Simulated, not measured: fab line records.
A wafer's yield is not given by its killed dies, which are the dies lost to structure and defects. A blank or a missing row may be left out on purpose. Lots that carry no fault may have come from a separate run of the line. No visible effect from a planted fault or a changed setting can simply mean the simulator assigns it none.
A lot that was struck, set against a sound lot    flow sky130    43 out of 708 route steps
Sound: the wafers L154.3, L154.5, L154.6. Struck: wafers L164.1, L164.4. (L164.5 of the same lot was not struck and is left out.) The cause comes at the end.
Each step with rows lists, per side, the tool, then ch with its chambers, then its first start. Under that, the readings that differ: sound wafers    struck wafers    difference of the means    sigmas: that difference in standard deviations of wafers without a fault.
alike: words and numbers the same on both sides, and readings whose means are apart by under 2 such deviations; not compared: readings that were withheld, readings missing a value for some wafer, numbers with overlapping values and no deviation given by the record, and bounds like >300 which may hide the same value.
The two part at a step that has a row with sigmas, a row that says differs or no value, or rows on one side only. Non-overlapping numbers with no deviation appear without sigmas and do not part them. Lack of a reading on every wafer of one side parts them only where that side has two or more wafers.

first, 7 steps without rows for these wafers: SKY_METAL4_HMDS_06 (prime time 60 s); SKY_METAL4_COAT_07 (resist thk 60 nm); SKY_METAL4_COAT_08 (resist thk 1140 nm); SKY_METAL4_SOFTBAKE_09 (time 90 s); SKY_METAL4_EXPOSE_10 (exposes mask MM4, target cd 300 nm); SKY_METAL4_PEB_11; SKY_METAL4_DEVELOP_12 (develop time 60 s).
SKY_METAL4_CD_MEAS_13 targets a cd of 300 nm.
  sound: cd sem-01 at day 43 18:59; struck: cd sem-01 at day 46 08:11
  alike: cd nm
SKY_METAL4_OVL_MEAS_14:
  sound: overlay-01 at day 43 19:04; struck: overlay-01 at day 46 08:18
  alike: METAL4_OVL
SKY_METAL4_DESCUM_15: chemistry O2, time 8 s.
  sound on rie metal-03 ch 0,1, day 43 19:06; struck on rie metal-03 ch 0,1, day 46 08:20
  alike: drypump motor current A, oes product au
  not compared: rf hours counter h
SKY_METAL4_ETCH_16: etches BARC in N2/H2, stops on SiO2, time 88.2 s, target depth 60 nm.
  sound on rie metal-03 ch 0,1, day 43 19:10; struck on rie metal-03 ch 0,1, day 46 08:22
  alike: drypump motor current A, oes product au, throttle valve pct
  not compared: rf hours counter h
SKY_METAL4_ETCH_17: etches SiO2 in C4F8/O2/Ar, stops on TiN, time 3.9 s, target depth 15 nm.
  sound on rie diel-01 ch 0,1,3, day 43 19:13; struck on rie diel-01 ch 2,3, day 46 08:28
  alike: oes product au
  not compared: rf hours counter h
SKY_METAL4_METAL_ETCH_18: etches the open film in Cl2/BCl3, stops on SiO2, target depth 845 nm, time 183.1 s.
  sound on rie metal-04 ch 0,1, day 43 19:18; struck on rie metal-04 ch 0, day 46 08:29
  alike: drypump motor current A, oes product au, throttle valve pct
  not compared: rf hours counter h
then, 5 steps without rows for these wafers: SKY_METAL4_STRIP_19 (strips in O2/N2); SKY_METAL4_STRIP_20 (strips in post etch residue remover, time 1200 s); SKY_METAL4_CLEAN_21 (cleans in IPA, time 180 s); SKY_METAL4_CLEAN_22 (cleans in O3/DIW); SKY_VIA4_HDPCVD_00 (deposits SiO2, target thk 1750 nm, time 291.7 s).
SKY_VIA4_THK_MEAS_01:
  sound: film metro-01 at day 43 20:16; struck: film metro-03 at day 46 09:32
reading               sound           struck     difference  sigmas
VIA4_HDPCVD_THK (nm)  1751 1771 1770  1731 1691  -53         -3
SKY_VIA4_CMP_02: polishes SiO2.
  sound on cmp-02 ch 0,3, day 43 21:17; struck on cmp-01 ch 2,3, day 46 09:35
  alike: motor current A, slurry flow ml min
SKY_VIA4_BOW_MEAS_03:
  sound: film metro-03 at day 43 21:38; struck: film metro-01 at day 46 09:53
  alike: VIA4_BOW
then, 7 steps without rows for these wafers: SKY_VIA4_DEHYDRATE_04 (time 60 s); SKY_VIA4_HMDS_05 (prime time 60 s); SKY_VIA4_COAT_06 (resist thk 1140 nm); SKY_VIA4_SOFTBAKE_07 (time 60 s); SKY_VIA4_EXPOSE_08 (exposes mask VIM4, target cd 800 nm); SKY_VIA4_PEB_09; SKY_VIA4_DEVELOP_10 (develop time 60 s).
SKY_VIA4_OVL_MEAS_11:
  sound: overlay-02 at day 44 19:23; struck: overlay-02 at day 47 05:55
  alike: VIA4_OVL
SKY_VIA4_ETCH_12: etches SiO2 in C4F8/O2/Ar, stops on TiN, target depth 580 nm.
  sound on rie diel-03 ch 0,2,3, day 44 19:24; struck on rie diel-02 ch 2, day 47 05:57
  alike: oes product au
then, 6 steps without rows for these wafers: SKY_VIA4_STRIP_13 (strips in O2/N2); SKY_VIA4_STRIP_14 (strips in post etch residue remover, time 1200 s); SKY_VIA4_CLEAN_15 (cleans in IPA, time 180 s); SKY_VIA4_CLEAN_16 (cleans in O3/DIW); SKY_VIA4_SPUTTER_17 (material TiN, target thk 20 nm, time 80 s); SKY_VIA4_CVD_18 (deposits W, target thk 505 nm, time 152.14 s).
SKY_VIA4_RS_MEAS_19: a four-point-probe measurement.
  sound: film metro-03 at day 44 20:22; struck: film metro-01 at day 47 06:50
  alike: VIA4_W_RS
SKY_VIA4_THK_MEAS_20: measures by xrf.
  sound: film metro-03 at day 44 20:28; struck: film metro-01 at day 47 06:57
  alike: VIA4_W_THK
then, 4 steps without rows for these wafers: SKY_VIA4_CMP_21 (polishes, stops on SiO2, t overpolish 25 s, target thk 0 nm); SKY_METAL5_SPUTTER_00 (material Ti, target thk 15 nm, time 10 s); SKY_METAL5_SPUTTER_01 (material TiN, target thk 20 nm, time 16.7 s); SKY_METAL5_SPUTTER_02 (material AlCu, target thk 1150 nm, time 61.2 s).
-- the record jumps here: 2 days lie between the struck wafers' starts before and after (it left off in module METAL5 and takes up again in module PAD_OPEN, whose first step shown is number 708 of the route) --
SKY_PAD_OPEN_PROBE_99:
  sound: prober-01 at day 47 12:48; struck: prober-01 at day 49 17:23
reading                                sound               struck       difference  sigmas
killed_at_M4_up                        1 3 0               38 38        +37         +18
killed on rim                          13 16 17            29 33        +16         +4
killed short                           50 38 52            38 31        -12         -2
sort_bin_3_pad_short (%)               0.8 0.6 0.8         3.9 3.3      +2.9        +7
model.etest.tester.sort n pass         395 385 384         378 374      -12         
model.etest.tester.sort yield pct (%)  80.28 78.25 78.05   76.83 76.02  -2.44       
model.etest.tester.sort_bin_3_pct (%)  0.813 0.6098 0.813  3.862 3.252  +2.812      
  alike: defect limited yield, killed_at_M0_to_M3, killed at contacts, killed at front end, killed at other, killed dies, killed open, sort_bin_5_function, sort_bin_6_memory, sort n pass, sort yield pct
  not compared: model.etest.tester.sort_bin_5_pct

WHERE THEY PART
Last at SKY_PAD_OPEN_PROBE_99 as far as this record goes, first at SKY_VIA4_THK_MEAS_01.

WHY: whatever the simulator had introduced
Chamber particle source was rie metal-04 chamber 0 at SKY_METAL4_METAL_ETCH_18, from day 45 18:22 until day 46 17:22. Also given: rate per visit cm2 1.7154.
